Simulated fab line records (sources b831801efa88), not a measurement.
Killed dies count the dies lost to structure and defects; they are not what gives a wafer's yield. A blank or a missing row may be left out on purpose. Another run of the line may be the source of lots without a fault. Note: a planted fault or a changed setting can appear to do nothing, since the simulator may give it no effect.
fab line records ; flow sfqLine
[record] lots = 6; wafers = 18; lastDay = 88
route steps=325 shown A5B@209 R5@212
lots untouched by any fault: they come from a run of this same line in which no faults occurred
startH: the number of hours between the record's first day and the start of the first shown wafer of the lot ; waitH: hours from the lot's prior step to this one ; " as in the row above ; L1.1+2: a single row standing in for several wafers ; - no value, or no start given ; * or withheld: withheld ; < > ~ a bound
route shown NAME@n: names a module that has steps shown in the file, with the first one's number in the route ; usual: the fault-free wafers' mean and standard deviation ; same: alike in all rows ; chamber/n: place in a boat ; sites: readings site by site ; _std_site: the standard deviation of these ; _edge_site: outer sites' mean less inner sites' ; radiusMm: for every site, how far away it sits from the centre of the wafer ; mask NAME#n: copy n ; behind: the last tool/chamber to shape the wafer ; hold: why the lot went on hold/how many hours it stayed there/how the hold came to an end ; device: the n, p or np transistor that did not switch ; end of line: the tests these same wafers got at the end of their route ; step lacking rows: just its recipe ; killed: dies lost to structure and defects at the first sort, not the wafer's yield ; map: shows each die of a wafer: x if killed, . if not, _ if none is there
set.NAME: the setting that was run; set.NAME@STEP: the one run at that earlier step ; model.NAME: the simulator's own value behind a step, which no gauge read
lots seen at some steps along the route; tables by step, rows by wafer
services: when a tool's chamber went out of use (startH, in hours from the record's first day, below 0 if earlier), for how many hours, and the reason
[[steps]]
[step SFQ_TRILAYER_A5B_DEP_PECVD_129]
[recipe] material = SiO2; tempC = 150; timeS = 133.33; pressureTorr = 2.4; rfW = 183.3; precursor = SiH4/N2O; targetThkNm = 600
[usual] heaterPowerOuterW = 33/10; heaterPowerW = 89/16; throttleValvePct = 24.1/1.1
lot.wafer;tool;chamber;startH;waitH;heaterPowerOuterW;heaterPowerW;throttleValvePct
L922.2;pecvd-04;1;1157.47;0.0;38;101;23.4
L922.3;pecvd-04;0;1157.47;0.0;38;92;24.6
L922.5;pecvd-04;1;1157.47;0.0;43;106;23.5
L927.1;pecvd-03;1;1243.60;0.0;23;70;23.3
L927.2;pecvd-03;0;1243.60;0.0;27;74;22.8
L927.3;pecvd-03;2;1243.60;0.0;53;116;25.9
L932.2;pecvd-03;2;1418.11;0.0;51;115;24.6
L932.5;pecvd-03;0;1418.11;0.0;27;78;21.9
L932.6;pecvd-03;2;1418.11;0.0;53;116;24.5
L934.2;pecvd-03;0;1448.96;0.0;33;85;21.6
L934.3;pecvd-03;1;1448.96;0.0;13;56;22.9
L934.4;pecvd-03;0;1448.96;0.0;23;68;21.6
L939.3;pecvd-04;2;1637.85;0.0;38;97;23.1
L939.4;pecvd-04;0;1637.85;0.0;30;82;26.1
L939.6;pecvd-04;1;1637.85;0.0;38;98;24.7
L942.2;pecvd-04;2;1657.17;0.0;33;90;23.4
L942.5;pecvd-04;1;1657.17;0.0;46;110;24.8
L942.6;pecvd-04;0;1657.17;0.0;37;88;26.2
[step SFQ_TRILAYER_A5B_CMP_CMP_130]
[recipe] stopOn = Nb; downForcePsi = 3; platenRpm = 60; targetThkNm = 340.7
[usual] motorCurrentA = 10.1/0.86
lot.wafer;tool;chamber;startH;waitH;motorCurrentA
L922.2;cmp-01;0;1177.77;20.2;9.2
L922.3;cmp-01;3;1179.27;21.7;10.6
L922.5;cmp-01;1;1180.27;22.7;10.1
L927.2;cmp-02;2;1253.15;9.5;9.0
L927.1;cmp-02;3;1253.15;9.5;11.8
L927.3;cmp-02;0;1253.15;9.5;9.6
L932.2;cmp-01;3;1420.22;2.1;10.7
L932.6;cmp-01;0;1420.22;2.1;8.7
L932.5;cmp-01;1;1420.22;2.1;11.5
L934.2;cmp-01;2;1449.05;0.0;10.4
L934.3;cmp-01;3;1449.05;0.0;10.8
L934.4;cmp-01;0;1449.05;0.0;8.6
L939.4;cmp-01;3;1637.94;0.0;10.4
L939.3;cmp-01;0;1637.94;0.0;8.9
L939.6;cmp-01;0;1640.44;2.5;8.7
L942.2;cmp-02;0;1659.28;2.1;9.8
L942.5;cmp-02;1;1659.28;2.1;10.4
L942.6;cmp-02;2;1659.28;2.1;9.6
[step SFQ_TRILAYER_A5B_METRO_MEASURE_131]
[step SFQ_TRILAYER_R5_DEP_SPUTTER_132]
[recipe] material = Ti; basePressurePa = 1.33e-06; targetThkNm = 5; powerW = 2000; timeS = 5; chamberPressurePa = 0.4
[usual] basePressurePa = 1.34e-06/9.8e-08; throttleValvePct = 29.2/1.2
lot.wafer;tool;chamber;startH;waitH;basePressurePa;throttleValvePct
L922.2;pvdSputter-05;-;1181.97;0.8;1.21e-06;28.3
L922.3;pvdSputter-05;-;1181.97;0.8;1.34e-06;30.1
L922.5;pvdSputter-05;-;1181.97;0.8;1.33e-06;30.2
L927.1;pvdSputter-04;-;1257.35;1.0;1.37e-06;28.4
L927.2;pvdSputter-04;-;1257.35;1.0;1.34e-06;29.2
L927.3;pvdSputter-04;-;1257.35;1.0;1.49e-06;27.5
L932.2;pvdSputter-04;-;1422.92;0.8;1.17e-06;28.7
L932.5;pvdSputter-04;-;1422.92;0.8;1.35e-06;28.3
L932.6;pvdSputter-04;-;1422.92;0.8;1.31e-06;27.5
L934.2;pvdSputter-05;-;1453.25;0.8;1.33e-06;30.2
L934.3;pvdSputter-05;-;1453.25;0.8;1.59e-06;28.8
L934.4;pvdSputter-05;-;1453.25;0.8;1.35e-06;30.1
L939.3;pvdSputter-03;-;1642.14;0.6;1.29e-06;28.4
L939.4;pvdSputter-03;-;1642.14;0.6;1.28e-06;29.6
L939.6;pvdSputter-03;-;1642.14;0.6;1.41e-06;29.4
L942.2;pvdSputter-05;-;1661.98;0.8;1.29e-06;30.6
L942.5;pvdSputter-05;-;1661.98;0.8;1.31e-06;30.0
L942.6;pvdSputter-05;-;1661.98;0.8;1.31e-06;28.4
[step SFQ_TRILAYER_R5_DEP_SPUTTER_133]
[recipe] material = MoNx; basePressurePa = 1.33e-06; targetThkNm = 40; powerW = 1000; timeS = 66.7; chamberPressurePa = 0.4
[usual] basePressurePa = 1.33e-06/1.1e-07; throttleValvePct = 29.2/1.2
lot.wafer;tool;chamber;startH;waitH;basePressurePa;throttleValvePct
L922.2;pvdSputter-05;-;1181.99;0.0;1.28e-06;28.6
L922.3;pvdSputter-05;-;1181.99;0.0;1.31e-06;30.1
L922.5;pvdSputter-05;-;1181.99;0.0;1.22e-06;30.4
L927.1;pvdSputter-04;-;1257.37;0.0;1.17e-06;28.8
L927.2;pvdSputter-04;-;1257.37;0.0;1.3e-06;29.0
L927.3;pvdSputter-04;-;1257.37;0.0;1.38e-06;27.6
L932.2;pvdSputter-04;-;1422.94;0.0;1.54e-06;28.8
L932.5;pvdSputter-04;-;1422.94;0.0;1.36e-06;28.6
L932.6;pvdSputter-04;-;1422.94;0.0;1.38e-06;27.7
L934.2;pvdSputter-05;-;1453.27;0.0;1.25e-06;30.4
L934.3;pvdSputter-05;-;1453.27;0.0;1.31e-06;28.7
L934.4;pvdSputter-05;-;1453.27;0.0;1.4e-06;30.2
L939.3;pvdSputter-03;-;1642.16;0.0;1.41e-06;28.4
L939.4;pvdSputter-03;-;1642.16;0.0;1.29e-06;29.2
L939.6;pvdSputter-03;-;1642.16;0.0;1.16e-06;29.4
L942.2;pvdSputter-05;-;1662.00;0.0;1.37e-06;30.4
L942.5;pvdSputter-05;-;1662.00;0.0;1.32e-06;30.1
L942.6;pvdSputter-05;-;1662.00;0.0;1.2e-06;28.6
[step SFQ_TRILAYER_R5_DEP_SPUTTER_134]
[recipe] material = Ti; basePressurePa = 1.33e-06; targetThkNm = 5; powerW = 2000; timeS = 5; chamberPressurePa = 0.4
[step SFQ_R5_RS_MEAS_933]
[recipe] thkMeasGauge = four-point-probe; reads = Ti_of_TRILAYER_R5_DEP_SPUTTER_134+MoNx_of_TRILAYER_R5_DEP_SPUTTER_133+Ti_of_TRILAYER_R5_DEP_SPUTTER_132
[usual] R5_MONX_RS = 7.02/0.085
lot.wafer;tool;chamber;startH;waitH;R5_MONX_RS[ohm/sq]
L922.2;filmMetro-04;-;1182.08;0.0;7.05
L922.3;filmMetro-04;-;1182.08;0.0;7.04
L922.5;filmMetro-04;-;1182.08;0.0;6.98
L927.1;filmMetro-03;-;1257.44;0.0;6.93
L927.2;filmMetro-03;-;1257.44;0.0;6.87
L927.3;filmMetro-03;-;1257.44;0.0;6.86
L932.2;filmMetro-04;-;1423.04;0.0;6.98
L932.5;filmMetro-04;-;1423.04;0.0;6.98
L932.6;filmMetro-04;-;1423.04;0.0;6.96
L934.2;filmMetro-01;-;1453.37;0.0;7.16
L934.3;filmMetro-01;-;1453.37;0.0;7.09
L934.4;filmMetro-01;-;1453.37;0.0;7.07
L939.3;filmMetro-04;-;1642.27;0.0;7.01
L939.4;filmMetro-04;-;1642.27;0.0;7.00
L939.6;filmMetro-04;-;1642.27;0.0;7.02
L942.2;filmMetro-03;-;1662.10;0.0;7.01
L942.5;filmMetro-03;-;1662.10;0.0;7.04
L942.6;filmMetro-03;-;1662.10;0.0;7.08
[step SFQ_R5_THK_MEAS_934]
[recipe] thkMeasGauge = xrf; reads = MoNx_of_TRILAYER_R5_DEP_SPUTTER_133
[usual] R5_MONX_THK = 39.6/0.48
lot.wafer;tool;chamber;startH;waitH;R5_MONX_THK[nm]
L922.2;filmMetro-04;-;1182.19;0.1;39.3
L922.3;filmMetro-04;-;1182.19;0.1;39.8
L922.5;filmMetro-04;-;1182.19;0.1;40.0
L927.1;filmMetro-03;-;1257.56;0.1;40.3
L927.2;filmMetro-03;-;1257.56;0.1;40.4
L927.3;filmMetro-03;-;1257.56;0.1;40.6
L932.2;filmMetro-04;-;1423.15;0.1;39.5
L932.5;filmMetro-04;-;1423.15;0.1;39.7
L932.6;filmMetro-04;-;1423.15;0.1;39.6
L934.2;filmMetro-01;-;1453.48;0.1;38.9
L934.3;filmMetro-01;-;1453.48;0.1;39.6
L934.4;filmMetro-01;-;1453.48;0.1;39.6
L939.3;filmMetro-04;-;1642.37;0.1;40.0
L939.4;filmMetro-04;-;1642.37;0.1;39.9
L939.6;filmMetro-04;-;1642.37;0.1;39.8
L942.2;filmMetro-03;-;1662.21;0.1;39.2
L942.5;filmMetro-03;-;1662.21;0.1;39.5
L942.6;filmMetro-03;-;1662.21;0.1;39.1
[step SFQ_TRILAYER_R5_LITHO_COAT_141]
[recipe] resist = BARC; spinRpm = 3000; resistThkNm = 62
[step SFQ_TRILAYER_R5_LITHO_COAT_136]
[recipe] resist = KrF; spinRpm = 3000; resistThkNm = 600
[step SFQ_TRILAYER_R5_LITHO_SOFTBAKE_140]
[recipe] tempC = withheld; timeS = withheld; resist = KrF
[step SFQ_TRILAYER_R5_LITHO_EXPOSE_137]
[recipe] maskId = R5; na = 0.6; sourceShape = conventional; sigmaOuter = 0.65; targetCdNm = 500; doseMj = 14.4
[step SFQ_TRILAYER_R5_LITHO_PEB_139]
[recipe] pebTempC = 115; pebTimeS = 60; resist = KrF
lot.wafer;tool;chamber;startH;waitH
L922.2+3+5;lithoTrack-04;0;1314.15;0.8
L927.1+2+3;lithoTrack-02;0;1397.93;1.0
L932.2+5+6;lithoTrack-04;0;1558.72;0.8
L934.2+3+4;lithoTrack-04;0;1586.32;0.8
L939.3+4+6;lithoTrack-02;0;1644.54;0.7
L942.2+5+6;lithoTrack-02;0;1667.76;0.8
[step SFQ_TRILAYER_R5_LITHO_DEVELOP_138]
[recipe] timeS = 60; resist = KrF
[step SFQ_R5_OVL_MEAS_935]
[usual] R5_OVL = 2/5.6
lot.wafer;tool;chamber;startH;waitH;R5_OVL[nm]
L922.2;overlay-02;-;1314.43;0.1;2
L922.3;overlay-02;-;1314.43;0.1;-3
L922.5;overlay-02;-;1314.43;0.1;-2
L927.1;overlay-01;-;1398.23;0.1;6
L927.2;overlay-01;-;1398.23;0.1;3
L927.3;overlay-01;-;1398.23;0.1;1
L932.2;overlay-01;-;1559.00;0.1;2
L932.5;overlay-01;-;1559.00;0.1;10
L932.6;overlay-01;-;1559.00;0.1;2
L934.2;overlay-02;-;1586.60;0.1;11
L934.3;overlay-02;-;1586.60;0.1;-1
L934.4;overlay-02;-;1586.60;0.1;4
L939.3;overlay-02;-;1644.80;0.1;-3
L939.4;overlay-02;-;1644.80;0.1;14
L939.6;overlay-02;-;1644.80;0.1;4
L942.2;overlay-02;-;1668.04;0.1;9
L942.5;overlay-02;-;1668.04;0.1;4
L942.6;overlay-02;-;1668.04;0.1;14
[step SFQ_TRILAYER_R5_BARC_OPEN_METAL_ETCH_177]
[recipe] maskMaterial = PR; chemistry = O2; targetDepthNm = 125; target = BARC; icpW = 600; biasW = 80; pressureMtorr = 10; timeS = 41.7
[usual] drypumpMotorCurrentA = 5.52/0.21; oesProductAu = 0.685/0.0044
lot.wafer;tool;chamber;startH;waitH;drypumpMotorCurrentA;oesProductAu;rfHoursCounterH;model.R5.cdNm
L922.2;rieMetal-02;1;1314.46;0.0;5.83;0.680;52;499.5
L922.3;rieMetal-02;1;1314.46;0.0;5.83;0.688;-;500.2
L922.5;rieMetal-02;0;1314.46;0.0;5.21;0.684;-;500.5
L927.1;rieMetal-02;1;1398.26;0.0;5.81;0.686;63;498.2
L927.2;rieMetal-02;0;1398.26;0.0;5.21;0.681;81;499.9
L927.3;rieMetal-02;0;1398.26;0.0;5.20;0.686;-;499.7
L932.2;rieMetal-02;0;1559.03;0.0;5.22;0.682;100;494.9
L932.5;rieMetal-02;0;1559.03;0.0;5.22;0.675;-;493.1
L932.6;rieMetal-02;1;1559.03;0.0;5.81;0.688;-;493.1
L934.2;rieMetal-01;0;1586.63;0.0;5.43;0.683;6;496
L934.3;rieMetal-01;1;1586.63;0.0;5.61;0.687;-;494.5
L934.4;rieMetal-01;0;1586.63;0.0;5.44;0.692;-;495.3
L939.3;rieMetal-04;1;1644.84;0.0;5.55;0.691;-;503.1
L939.4;rieMetal-04;0;1644.84;0.0;5.59;0.683;-;501.4
L939.6;rieMetal-04;1;1644.84;0.0;5.54;0.682;-;502
L942.2;rieMetal-02;1;1668.07;0.0;5.82;0.687;97;498.4
L942.5;rieMetal-02;1;1668.07;0.0;5.81;0.685;-;500.3
L942.6;rieMetal-02;0;1668.07;0.0;5.19;0.682;-;501.4
[step SFQ_TRILAYER_R5_ETCH_METAL_ETCH_139]
[recipe] stopOn = SiO2; maskMaterial = PR; chemistry = Cl2; targetDepthNm = 60; icpW = 600; biasW = 80; pressureMtorr = 10; timeS = 40
[usual] drypumpMotorCurrentA = 5.52/0.21; oesProductAu = 0.989/0.0052
lot.wafer;tool;chamber;startH;waitH;drypumpMotorCurrentA;oesProductAu;rfHoursCounterH;model.R5.cdNm
L922.2;rieMetal-02;1;1314.52;0.0;5.80;0.990;52;499.7
L922.3;rieMetal-02;1;1314.52;0.0;5.81;0.982;-;500.4
L922.5;rieMetal-02;0;1314.52;0.0;5.20;0.992;-;500.3
L927.1;rieMetal-02;1;1398.32;0.0;5.83;0.993;63;498.6
L927.2;rieMetal-02;0;1398.32;0.0;5.20;0.987;81;499.9
L927.3;rieMetal-02;0;1398.32;0.0;5.23;1.000;-;499.4
L932.2;rieMetal-02;0;1559.09;0.0;5.21;0.995;100;494.6
L932.5;rieMetal-02;0;1559.09;0.0;5.20;0.981;-;492.8
L932.6;rieMetal-02;1;1559.09;0.0;5.83;0.991;-;492.8
L934.2;rieMetal-01;0;1586.69;0.0;5.40;0.994;6;496
L934.3;rieMetal-01;1;1586.69;0.0;5.59;0.986;-;495.1
L934.4;rieMetal-01;0;1586.69;0.0;5.37;0.984;-;495
L939.3;rieMetal-04;1;1644.90;0.0;5.55;0.987;-;502.8
L939.4;rieMetal-04;0;1644.90;0.0;5.60;0.987;-;501.4
L939.6;rieMetal-04;1;1644.90;0.0;5.56;0.986;-;501.9
L942.2;rieMetal-02;1;1668.13;0.0;5.83;0.988;97;498.6
L942.5;rieMetal-02;1;1668.13;0.0;5.83;0.996;-;500.5
L942.6;rieMetal-02;0;1668.13;0.0;5.20;0.990;-;501.5
[step SFQ_TRILAYER_R5_STRIP_STRIP_140]
[recipe] gas = O2; powerW = 200; platenTempC = 40; overashFraction = 0.65; chemistry = O2; pressureMtorr = 50
[usual] drypumpMotorCurrentA = 5.52/0.21; oesProductAu = 0.998/0.0069
lot.wafer;tool;chamber;startH;waitH;drypumpMotorCurrentA;oesProductAu;rfHoursCounterH
L922.2;rieMetal-02;1;1314.58;0.0;5.84;1.006;52
L922.3;rieMetal-02;1;1314.58;0.0;5.83;1.012;-
L922.5;rieMetal-02;0;1314.58;0.0;5.21;1.006;-
L927.1;rieMetal-02;1;1398.38;0.0;5.83;1.000;63
L927.2;rieMetal-02;0;1398.38;0.0;5.21;0.989;81
L927.3;rieMetal-02;0;1398.38;0.0;5.21;1.001;-
L932.2;rieMetal-02;0;1559.15;0.0;5.20;1.009;100
L932.5;rieMetal-02;0;1559.15;0.0;5.20;0.993;-
L932.6;rieMetal-02;1;1559.15;0.0;5.82;1.010;-
L934.2;rieMetal-01;0;1586.75;0.0;5.40;0.989;6
L934.3;rieMetal-01;1;1586.75;0.0;5.56;0.994;-
L934.4;rieMetal-01;0;1586.75;0.0;5.40;0.982;-
L939.3;rieMetal-04;1;1645.14;0.2;5.52;0.992;-
L939.4;rieMetal-04;0;1645.14;0.2;5.59;1.002;-
L939.6;rieMetal-04;1;1645.14;0.2;5.51;0.994;-
L942.2;rieMetal-02;1;1668.19;0.0;5.82;1.013;97
L942.5;rieMetal-02;1;1668.19;0.0;5.83;1.010;-
L942.6;rieMetal-02;0;1668.19;0.0;5.20;0.992;-
[[services]]
tool;chamber;startH;hours;kind
cmp-01;-;1134.32;2.8;repair
cmp-01;-;1142.89;1.9;repair
pvdSputter-05;-;1166.80;7.1;repair
pvdSputter-05;-;1201.24;7.5;repair
cmp-01;-;1211.15;0.8;repair
cmp-01;-;1225.02;6.5;repair
pvdSputter-04;-;1228.59;1.2;repair
cmp-01;-;1255.53;5.0;pm
cmp-01;-;1260.55;4.0;pm
cmp-01;-;1272.21;4.9;repair
cmp-01;-;1292.30;4.8;pm
rieMetal-02;-;1298.99;0.2;repair
rieMetal-02;0;1361.22;2.4;repair
cmp-01;-;1375.38;6.5;repair
rieMetal-02;1;1387.53;2.1;repair
cmp-01;-;1402.49;0.6;repair
pvdSputter-05;-;1431.64;4.4;repair
cmp-01;-;1462.56;4.3;repair
cmp-01;-;1470.43;2.3;repair
rieMetal-02;0;1476.11;10.8;repair
pvdSputter-05;-;1501.61;1.0;repair
cmp-01;-;1515.66;4.5;repair
rieMetal-02;-;1576.83;2.8;pm
pvdSputter-05;-;1653.77;2.4;repair
[[key]]
firstSign none at tools or gauges
[modelEffect] step = SFQ_TRILAYER_R5_BARC_OPEN_METAL_ETCH_177; value = R5.cdNm; without = 500.4; struck = 494.5
[modelEffect] step = SFQ_TRILAYER_R5_ETCH_METAL_ETCH_139; value = R5.cdNm; without = 500.3; struck = 494.4
metAt SFQ_TRILAYER_R5_LITHO_PEB_139
struckWafers L932.2,L932.5,L932.6,L934.2,L934.3,L934.4
onsetBetween 1314.15 1558.72
alsoFits SFQ_TRILAYER_A5B_DEP_PECVD_129:pecvd-03
[fault] kind = processParameterDrift; tool = lithoTrack-04; chamber = -; onsetH = 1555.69; steps = SFQ_TRILAYER_R5_LITHO_PEB_139; channel = pebTimeS; offset = *; shape = step; endH = 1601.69; actsIn = *; stated = *
